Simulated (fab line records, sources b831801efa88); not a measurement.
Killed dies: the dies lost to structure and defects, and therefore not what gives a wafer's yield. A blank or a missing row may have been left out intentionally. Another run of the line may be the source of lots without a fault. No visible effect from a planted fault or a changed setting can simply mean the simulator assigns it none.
The tool behind it: which one? / flow gf180mcu / 12 lots, 36 wafers sampled, at 4 steps of a route of 602

WHAT THE GAUGES SHOWED, per wafer
GF_NWELL_TW_MEAS_11.
lot=L834; measured=day 3 19:47; on=film_metro-02; NWELL_TW=1597 1599 1594
lot=L835; measured=day 3 23:11; on=film_metro-04; NWELL_TW=1558 1560 1559
lot=L839; measured=day 4 22:33; on=film_metro-02; NWELL_TW=1600 1606 1602
lot=L840; measured=day 5 03:59; on=film_metro-02; NWELL_TW=1612 1603 1608
lot=L842; measured=day 5 13:29; on=film_metro-01; NWELL_TW=1537 1539 1540
lot=L846; measured=day 6 12:56; on=film_metro-02; NWELL_TW=1595 1598 1598
lot=L848; measured=day 6 23:03; on=film_metro-02; NWELL_TW=1596 1601 1591
lot=L850; measured=day 7 12:50; on=film_metro-04; NWELL_TW=1772 1764 1765
lot=L851; measured=day 7 17:02; on=film_metro-02; NWELL_TW=1593 1598 1599
lot=L852; measured=day 7 20:35; on=film_metro-04; NWELL_TW=1765 1757 1764
lot=L853; measured=day 8 00:59; on=film_metro-04; NWELL_TW=1560 1572 1556
lot=L855; measured=day 8 14:41; on=film_metro-02; NWELL_TW=1600 1584 1593

GF_VT_IMPLANT_RS_MEAS_47: measurement is done with a four-point probe.
lot=L834; measured=day 8 03:52; on=film_metro-02; NWELL_RS (ohm/sq)=489.5 488.2 488.1
lot=L835; measured=day 8 07:07; on=film_metro-02; NWELL_RS (ohm/sq)=487.6 488.3 486.3
lot=L839; measured=day 9 12:53; on=film_metro-02; NWELL_RS (ohm/sq)=488.4 487.9 488.6
lot=L840; measured=day 9 20:26; on=film_metro-01; NWELL_RS (ohm/sq)=486.9 490.0 487.5
lot=L842; measured=day 10 09:25; on=film_metro-01; NWELL_RS (ohm/sq)=489.3 488.5 487.5
lot=L846; measured=day 11 14:23; on=film_metro-04; NWELL_RS (ohm/sq)=486.1 486.6 485.9
lot=L848; measured=day 12 00:55; on=film_metro-01; NWELL_RS (ohm/sq)=486.8 485.0 485.7
lot=L850; measured=day 12 18:22; on=film_metro-01; NWELL_RS (ohm/sq)=393.0 392.9 391.8
lot=L851; measured=day 12 23:46; on=film_metro-01; NWELL_RS (ohm/sq)=488.1 487.9 488.9
lot=L852; measured=day 13 04:25; on=film_metro-02; NWELL_RS (ohm/sq)=392.6 392.5 392.3
lot=L853; measured=day 13 09:04; on=film_metro-02; NWELL_RS (ohm/sq)=488.0 487.5 488.2
lot=L855; measured=day 14 03:16; on=film_metro-02; NWELL_RS (ohm/sq)=487.6 488.3 486.5

GF_M1_RS_MEAS_05: measurement is done with a four-point probe.
lot=L834; measured=day 16 22:38; on=film_metro-04; M1_ALCU_RS (ohm/sq)=0.0716 0.0702 0.0701
lot=L835; measured=day 17 02:19; on=film_metro-03; M1_ALCU_RS (ohm/sq)=0.0682 0.0697 0.0692
lot=L839; measured=day 18 17:20; on=film_metro-04; M1_ALCU_RS (ohm/sq)=0.0700 0.0693 0.0697
lot=L840; measured=day 19 02:20; on=film_metro-03; M1_ALCU_RS (ohm/sq)=0.0695 0.0699 0.0694
lot=L842; measured=day 19 22:36; on=film_metro-03; M1_ALCU_RS (ohm/sq)=0.0701 0.0697 0.0690
lot=L846; measured=day 21 12:35; on=film_metro-03; M1_ALCU_RS (ohm/sq)=0.0690 0.0691 0.0694
lot=L848; measured=day 22 01:07; on=film_metro-04; M1_ALCU_RS (ohm/sq)=0.0686 0.0695 0.0688
lot=L850; measured=day 22 21:22; on=film_metro-04; M1_ALCU_RS (ohm/sq)=0.0696 0.0692 0.0699
lot=L851; measured=day 23 03:59; on=film_metro-02; M1_ALCU_RS (ohm/sq)=0.0700 0.0690 0.0704
lot=L852; measured=day 23 08:04; on=film_metro-02; M1_ALCU_RS (ohm/sq)=0.0681 0.0692 0.0692
lot=L853; measured=day 23 19:28; on=film_metro-02; M1_ALCU_RS (ohm/sq)=0.0699 0.0689 0.0698
lot=L855; measured=day 24 10:13; on=film_metro-03; M1_ALCU_RS (ohm/sq)=0.0686 0.0683 0.0680

WHAT TOOL EACH LOT RAN ON (gives the tool, then ch and the chambers of the sampled wafers, and finally the start)
lot=L834; GF_NWELL_IMPLANT_08=implanter-02 ch 0, day 3 19:23
lot=L835; GF_NWELL_IMPLANT_08=implanter-02 ch 0, day 3 22:47
lot=L839; GF_NWELL_IMPLANT_08=implanter-02 ch 0, day 4 22:10
lot=L840; GF_NWELL_IMPLANT_08=implanter-02 ch 0, day 5 03:35
lot=L842; GF_NWELL_IMPLANT_08=implanter-01 ch 0, day 5 13:05
lot=L846; GF_NWELL_IMPLANT_08=implanter-01 ch 0, day 6 12:34
lot=L848; GF_NWELL_IMPLANT_08=implanter-01 ch 0, day 6 22:41
lot=L850; GF_NWELL_IMPLANT_08=implanter-02 ch 0, day 7 12:26
lot=L851; GF_NWELL_IMPLANT_08=implanter-03 ch 0, day 7 16:38
lot=L852; GF_NWELL_IMPLANT_08=implanter-02 ch 0, day 7 20:11
lot=L853; GF_NWELL_IMPLANT_08=implanter-01 ch 0, day 8 00:35
lot=L855; GF_NWELL_IMPLANT_08=implanter-01 ch 0, day 8 14:17
- GF_NWELL_IMPLANT_08

WHAT THE TOOLS THEMSELVES READ (means of the sampled wafers that have a number; where no wafer has one, the mark that the record gives instead)
GF_NWELL_IMPLANT_08.
lot=L834; tool=implanter-02; beam_on_s (s)=9.96; dose_ions_cm2=1.5008e+13; faraday_current_uA=85.1; tilt_deg (degrees)=-0.007
lot=L835; tool=implanter-02; beam_on_s (s)=10.03; dose_ions_cm2=1.4982e+13; faraday_current_uA=84.2; tilt_deg (degrees)=-0.012
lot=L839; tool=implanter-02; beam_on_s (s)=9.95; dose_ions_cm2=1.4998e+13; faraday_current_uA=84.8; tilt_deg (degrees)=-0.004
lot=L840; tool=implanter-02; beam_on_s (s)=10.12; dose_ions_cm2=1.4992e+13; faraday_current_uA=83.8; tilt_deg (degrees)=0.020
lot=L842; tool=implanter-01; beam_on_s (s)=9.83; dose_ions_cm2=1.5021e+13; faraday_current_uA=85.7; tilt_deg (degrees)=-0.009
lot=L846; tool=implanter-01; beam_on_s (s)=9.88; dose_ions_cm2=1.5029e+13; faraday_current_uA=85.6; tilt_deg (degrees)=-0.021
lot=L848; tool=implanter-01; beam_on_s (s)=10.08; dose_ions_cm2=1.5004e+13; faraday_current_uA=83.9; tilt_deg (degrees)=-0.004
lot=L850; tool=implanter-02; beam_on_s (s)=10.77; dose_ions_cm2=2.2903e+13; faraday_current_uA=120.1; tilt_deg (degrees)=-0.002
lot=L851; tool=implanter-03; beam_on_s (s)=9.99; dose_ions_cm2=1.5018e+13; faraday_current_uA=84.6; tilt_deg (degrees)=0.006
lot=L852; tool=implanter-02; beam_on_s (s)=10.95; dose_ions_cm2=2.2915e+13; faraday_current_uA=118.0; tilt_deg (degrees)=0.030
lot=L853; tool=implanter-01; beam_on_s (s)=9.63; dose_ions_cm2=1.5005e+13; faraday_current_uA=87.6; tilt_deg (degrees)=0.005
lot=L855; tool=implanter-01; beam_on_s (s)=10.03; dose_ions_cm2=1.5007e+13; faraday_current_uA=84.2; tilt_deg (degrees)=0.011

THE ANSWER, worked out from the rows above alone
Rule: what is usual is taken from the lots themselves. Put in order of their means at a reading, lots are off if they are a third of the lots or fewer, leave a main group of 4 or more, and stand apart from it by a gap of 3 or more times the standard deviation of the main group's means; of several such gaps the widest counts. If all means in a main group match to the digits the tables above print for the reading, that group is not used. Also off: a lot with no number at a reading for which 4 or more lots have one. Where the step has rows for the other lots, those lots are counted as sound. After the gauges, taken in route order, come the tools' own readings; for these a lot's mean is taken, as printed above. At the first step where some lot is off, the reading lying furthest off is the one used; lots without a number count as furthest.
Off: L850, L852, seen at GF_NWELL_TW_MEAS_11 (NWELL_TW). The main group: mean 1585, standard deviation 22.
If a tool, at a process step before that reading, ran all the lots that are off and no sound lot after the first of them, it fits. The gauges at GF_NWELL_TW_MEAS_11 aren't tried: what is off there is off at GF_VT_IMPLANT_RS_MEAS_47 too, on other tools, and a gauge's error can't cause that. One fits: implanter-02 at GF_NWELL_IMPLANT_08. Its last sound lot is L840 (day 5 03:35), its first lot that is off L850 (day 7 12:26): a fault that began between those two fits.
The tool's own readings at GF_NWELL_IMPLANT_08 bear it out: on the lots that are off they differ by more than 5 times the standard deviation of the sound lots' means. beam_on_s reads 10.86 s there against 9.95 s on the sound lots; dose_ions_cm2 reads 2.2909e+13 there against 1.5006e+13 on the sound lots; faraday_current_uA reads 119.0 there against 85.0 on the sound lots.

WHAT THE SIMULATOR HAD PUT IN
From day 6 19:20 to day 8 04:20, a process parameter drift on implanter-02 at GF_NWELL_IMPLANT_08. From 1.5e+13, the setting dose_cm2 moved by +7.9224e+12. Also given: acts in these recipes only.
Shown lots that were struck: L850, L852. The rule above found the same.
